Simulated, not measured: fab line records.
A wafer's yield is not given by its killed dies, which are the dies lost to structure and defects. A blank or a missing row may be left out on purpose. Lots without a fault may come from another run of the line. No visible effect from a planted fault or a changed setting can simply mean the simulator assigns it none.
Which tool is to blame? / flow sky130 / 11 lots with 33 wafers sampled at 4 steps, on a route of 708 steps

== WHAT THE GAUGES READ, wafer by wafer ==
SKY_POLY_GATE_OVL_MEAS_14.
lot=L711; measured=day 16 19:37; on=overlay-02; POLY_GATE_OVL (nm)=7 -3 -1
lot=L716; measured=day 18 19:15; on=overlay-02; POLY_GATE_OVL (nm)=9 -2 -4
lot=L717; measured=day 19 01:36; on=overlay-02; POLY_GATE_OVL (nm)=-17 -15 -9
lot=L718; measured=day 19 12:37; on=overlay-02; POLY_GATE_OVL (nm)=-15 -14 -5
lot=L725; measured=day 22 14:32; on=overlay-02; POLY_GATE_OVL (nm)=3 -1 6
lot=L726; measured=day 22 13:31; on=overlay-01; POLY_GATE_OVL (nm)=-12 -12 -10
lot=L728; measured=day 24 02:14; on=overlay-02; POLY_GATE_OVL (nm)=-2 2 -2
lot=L731; measured=day 24 02:32; on=overlay-02; POLY_GATE_OVL (nm)=6 0 3
lot=L730; measured=day 24 06:53; on=overlay-01; POLY_GATE_OVL (nm)=-9 -6 -4
lot=L732; measured=day 25 03:44; on=overlay-02; POLY_GATE_OVL (nm)=0 -1 3
lot=L733; measured=day 25 08:47; on=overlay-01; POLY_GATE_OVL (nm)=-6 -3 2

== EACH LOT AND THE TOOL THAT RAN IT (in order: tool; ch and the chambers of the sampled wafers; start) ==
lot=L711; SKY_SONOS_ONO_STRIP_17=plasmaAsher-04 ch 0,1, day 13 01:21; SKY_POLY_GATE_IMPLANT_02=implanter-02 ch 0, day 15 12:44; SKY_RES_PROTECT_STRIP_07=plasmaAsher-02 ch 0,1, day 15 12:53
lot=L716; SKY_SONOS_ONO_STRIP_17=plasmaAsher-03 ch 0,1, day 14 19:47; SKY_POLY_GATE_IMPLANT_02=implanter-02 ch 0, day 17 08:59; SKY_RES_PROTECT_STRIP_07=plasmaAsher-02 ch 0,1, day 17 09:07
lot=L717; SKY_SONOS_ONO_STRIP_17=plasmaAsher-04 ch 0,1, day 14 22:42; SKY_POLY_GATE_IMPLANT_02=implanter-02 ch 0, day 17 16:16; SKY_RES_PROTECT_STRIP_07=plasmaAsher-03 ch 0,1, day 17 16:25
lot=L718; SKY_SONOS_ONO_STRIP_17=plasmaAsher-01 ch 0,1, day 15 12:05; SKY_POLY_GATE_IMPLANT_02=implanter-04 ch 0, day 18 04:13; SKY_RES_PROTECT_STRIP_07=plasmaAsher-01 ch 0,1, day 18 04:21
lot=L725; SKY_SONOS_ONO_STRIP_17=plasmaAsher-04 ch 0,1, day 17 14:43; SKY_POLY_GATE_IMPLANT_02=implanter-03 ch 0, day 20 12:29; SKY_RES_PROTECT_STRIP_07=plasmaAsher-02 ch 0,1, day 20 12:38
lot=L726; SKY_SONOS_ONO_STRIP_17=plasmaAsher-04 ch 0,1, day 18 02:59; SKY_POLY_GATE_IMPLANT_02=implanter-02 ch 0, day 21 00:56; SKY_RES_PROTECT_STRIP_07=plasmaAsher-02 ch 0, day 21 01:04
lot=L728; SKY_SONOS_ONO_STRIP_17=plasmaAsher-04 ch 0,1, day 20 02:37; SKY_POLY_GATE_IMPLANT_02=implanter-02 ch 0, day 22 17:19; SKY_RES_PROTECT_STRIP_07=plasmaAsher-02 ch 0,1, day 22 17:26
lot=L731; SKY_SONOS_ONO_STRIP_17=plasmaAsher-03 ch 0,1, day 20 03:47; SKY_POLY_GATE_IMPLANT_02=implanter-02 ch 0, day 22 17:41; SKY_RES_PROTECT_STRIP_07=plasmaAsher-02 ch 0,1, day 22 17:49
lot=L730; SKY_SONOS_ONO_STRIP_17=plasmaAsher-03 ch 0,1, day 20 11:06; SKY_POLY_GATE_IMPLANT_02=implanter-04 ch 0, day 22 20:37; SKY_RES_PROTECT_STRIP_07=plasmaAsher-03 ch 0,1, day 22 20:44
lot=L732; SKY_SONOS_ONO_STRIP_17=plasmaAsher-04 ch 0,1, day 20 17:18; SKY_POLY_GATE_IMPLANT_02=implanter-02 ch 0, day 23 19:17; SKY_RES_PROTECT_STRIP_07=plasmaAsher-02 ch 0,1, day 23 19:25
lot=L733; SKY_SONOS_ONO_STRIP_17=plasmaAsher-03 ch 0,1, day 20 23:14; SKY_POLY_GATE_IMPLANT_02=implanter-03 ch 0, day 23 22:31; SKY_RES_PROTECT_STRIP_07=plasmaAsher-03 ch 0,1, day 23 22:37
- SKY_SONOS_ONO_STRIP_17: strips in O2/N2.
- SKY_POLY_GATE_IMPLANT_02
- SKY_RES_PROTECT_STRIP_07: strips in O2/N2.

== THE ANSWER, worked out from the rows above alone ==
Rule: the usual values come from the lots themselves. The widest of any qualifying gaps counts: lots, ordered by their means at a reading, are off when they make up no more than a third of the lots, leave a main group of 4 or more, and stand apart from it by 3 or more times the standard deviation of that group's means. The tables above print the reading to a certain number of digits; a main group whose means all agree to those digits is not used. Also off: a lot with no number at a reading for which 4 or more lots have one. Any other lot the step has rows for is counted as sound.
No lot is off at any reading shown: from this, nothing can be told.

== WHAT THE SIMULATOR HAD INSERTED ==
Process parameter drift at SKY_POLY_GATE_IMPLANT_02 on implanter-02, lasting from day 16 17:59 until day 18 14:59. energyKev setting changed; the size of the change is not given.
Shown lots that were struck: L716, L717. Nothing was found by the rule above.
